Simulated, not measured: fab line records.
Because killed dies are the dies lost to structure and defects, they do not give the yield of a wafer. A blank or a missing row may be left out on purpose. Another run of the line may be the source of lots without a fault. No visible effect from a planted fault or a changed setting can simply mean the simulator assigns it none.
A struck lot beside a sound one || flow sfq line || 14 steps out of a route of 325
Sound: these wafers, L848.2, L848.3, L848.5. Struck: wafers L843.2, L843.4, L843.6. The cause comes at the end.
Each step with rows lists, per side, the tool, then ch with its chambers, then its first start. Under that, the readings that differ: sound wafers || struck wafers || difference of the means || sigmas: that difference in standard deviations of wafers without a fault.
alike: words and numbers the same on both sides, and readings whose means are apart by under 2 such deviations; not compared: readings that were withheld, readings missing a value for some wafer, numbers with overlapping values and no deviation given by the record, and bounds like >300 which may hide the same value.
Wherever a step has rows on one side only, a row that says differs or no value, or a row with sigmas, the two part there. Numbers that have no deviation but don't overlap get no sigmas and don't part them. Lack of a reading on every wafer of one side parts them only where that side has two or more wafers.

first, 6 steps without rows for these wafers: SFQ_TRILAYER_M0_LITHO_COAT_026 (resist thk 62 nm); SFQ_TRILAYER_M0_LITHO_COAT_021 (resist thk 600 nm); SFQ_TRILAYER_M0_LITHO_SOFTBAKE_025; SFQ_TRILAYER_M0_LITHO_EXPOSE_022 (exposes mask M0, target cd 500 nm); SFQ_TRILAYER_M0_LITHO_PEB_024 (peb time 60 s); SFQ_TRILAYER_M0_LITHO_DEVELOP_023 (time 60 s).
SFQ_M0_OVL_MEAS_906:
  sound on overlay-02 at day 18 13:59; struck on overlay-02 at day 17 05:27
  alike: M0_OVL
SFQ_TRILAYER_M0_BARC_OPEN_METAL_ETCH_031: etches BARC in O2, target depth 125 nm, time 41.7 s.
  sound on rie metal-04 ch 0, day 18 14:01; struck on rie metal-04 ch 0,1, day 17 05:29
  alike: drypump motor current A, oes product au
  not compared: rf hours counter h
SFQ_TRILAYER_M0_ETCH_METAL_ETCH_024: etches Nb in Cl2/Ar, stops on SiO2, target depth 240 nm, time 120 s.
  sound on rie metal-04 ch 0, day 18 14:04; struck on rie metal-04 ch 0,1, day 17 05:32
  alike: drypump motor current A, oes product au
  not compared: rf hours counter h
SFQ_TRILAYER_M0_STRIP_STRIP_025: strips in O2.
  sound on rie metal-04 ch 0, day 18 14:11; struck on rie metal-04 ch 0,1, day 17 05:40
  alike: drypump motor current A, oes product au
  not compared: rf hours counter h
then, 1 step without rows for these wafers: SFQ_TRILAYER_M0_STRIP_SOLV_CLEAN_026 (cleans in NMP, time 600 s).
SFQ_TRILAYER_I0_DEP_PECVD_027: deposits SiO2 from SiH4/N2O, time 111.11 s, target thk 500 nm.
  sound on pecvd-04 ch 0,1, day 18 14:58; struck on pecvd-03 ch 0,1,2, day 17 06:29
{"reading": "run length s (s)", "sound": "139.3 138.3 139.1", "struck": "130.8 131.2 132.2", "difference": -7.5, "sigmas": -14}
{"reading": "model.SiO2_of_TRILAYER_I0_DEP_PECVD_027.thk nm (nm)", "sound": "504.2 508.4 516.5", "struck": "462.8 467.2 469.9", "difference": -43.1, "sigmas": ""}
  alike: heater power w, throttle valve pct
SFQ_TRILAYER_I0_CMP_CMP_028: polishes SiO2.
  sound on cmp-01 ch 0,2,3, day 18 16:03; struck on cmp-02 ch 1,3, day 17 06:34
{"reading": "time to endpoint s (s)", "sound": "219 220 233", "struck": "184 194 196", "difference": -33, "sigmas": -4}
  alike: motor current A
SFQ_I0_BOW_MEAS_907:
  sound on film metro-02 at day 18 18:04; struck on film metro-01 at day 17 09:35
  alike: I0_BOW

## WHERE THEY PART
At SFQ_TRILAYER_I0_DEP_PECVD_027 first; at SFQ_TRILAYER_I0_CMP_CMP_028 last (within this record only). Later steps at which nothing parts them and some readings are alike: SFQ_I0_BOW_MEAS_907.

WHY: what the simulator had put in
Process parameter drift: pecvd-03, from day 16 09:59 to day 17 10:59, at SFQ_TRILAYER_I0_DEP_PECVD_027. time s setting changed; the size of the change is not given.
